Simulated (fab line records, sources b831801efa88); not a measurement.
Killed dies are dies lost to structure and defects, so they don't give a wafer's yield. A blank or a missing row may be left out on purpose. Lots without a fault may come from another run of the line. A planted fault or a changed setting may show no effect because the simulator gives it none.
Chamber matching | flow sky130 | SKY_FIELD_ISO_ETCH_14 on rie_diel-02: 4 sister chambers
The step etches BARC in N2/H2, stops on SiO2, time 45.9 s, target depth 60 nm. 16 wafers are shown with their chamber, then 8 later ones without.

WAFERS WITH THEIR CHAMBER
wafer  | chamber | drypump_motor_current_A (A) | n2_flow_sccm (sccm) | throttle_valve_pct (%)
L626.2 | 3       | 6.0                         | 100.3               | 13.223
L626.3 | 1       | 5.7                         | 99.7                | 13.217
L626.5 | 3       | 6.0                         | 100.6               | 13.227
L634.2 | 3       | 6.0                         | 100.0               | 13.220
L634.3 | 2       | 5.8                         | 100.4               | 13.237
L634.5 | 1       | 5.7                         | 99.9                | 13.210
L636.2 | 3       | 6.0                         | 100.2               | 13.218
L636.3 | 1       | 5.7                         | 100.0               | 13.220
L636.6 | 0       | 5.4                         | 100.1               | 13.222
L637.2 | 2       | 5.8                         | 99.6                | 13.209
L637.3 | 1       | 5.7                         | 100.1               | 13.222
L637.5 | 0       | 5.5                         | 100.1               | 13.218
L644.1 | 1       | 5.7                         | 99.9                | 13.215
L644.2 | 2       | 5.8                         | 100.2               | 13.212
L644.5 | 2       | 5.8                         | 99.9                | 13.227
L646.1 | 0       | 5.5                         | 99.7                | 13.211

SIGNATURES (means of the wafers above)
reading                 | chamber 0 | chamber 1 | chamber 2 | chamber 3 | scatter within a chamber
drypump_motor_current_A | 5.467     | 5.700     | 5.800     | 6.000     | 0.0236
n2_flow_sccm            | 99.967    | 99.920    | 100.025   | 100.275   | 0.25
throttle_valve_pct      | 13.21700  | 13.21680  | 13.22125  | 13.22200  | 0.0077
Rule: a wafer's distance from a chamber is the root of the sum, over the readings, of the square of ((its reading less the chamber's mean) divided by the reading's scatter). The wafer belongs to the nearest chamber; if the next one is less than 2 further off, it can't be placed. The scatter: the root of (the sum of the squares of (reading less its chamber's mean) over the shown wafers, divided by (wafers less chambers)).

WAFERS WITHOUT THEIR CHAMBER
wafer  | drypump_motor_current_A (A) | n2_flow_sccm (sccm) | throttle_valve_pct (%)
L646.3 | 5.8                         | 100.4               | 13.229
L646.5 | 5.7                         | 100.6               | 13.231
L647.1 | 5.5                         | 100.3               | 13.212
L647.3 | 6.0                         | 99.7                | 13.225
L647.4 | 5.7                         | 100.7               | 13.217
L648.2 | 5.7                         | 100.1               | 13.221
L648.4 | 5.5                         | 100.2               | 13.230
L648.5 | 5.5                         | 99.9                | 13.209

WHICH CHAMBER EACH WENT THROUGH
wafer  | from the rows above     | in truth
L646.3 | 2                       | 2
L646.5 | can't be placed: 1 or 2 | 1
L647.1 | 0                       | 0
L647.3 | 3                       | 3
L647.4 | can't be placed: 1 or 2 | 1
L648.2 | 1                       | 1
L648.4 | 0                       | 0
L648.5 | 0                       | 0
Placed correctly: 6 of 8. Can't be placed from these rows: 2 (the true chamber is among the candidates in 2). Placed wrongly: 0.
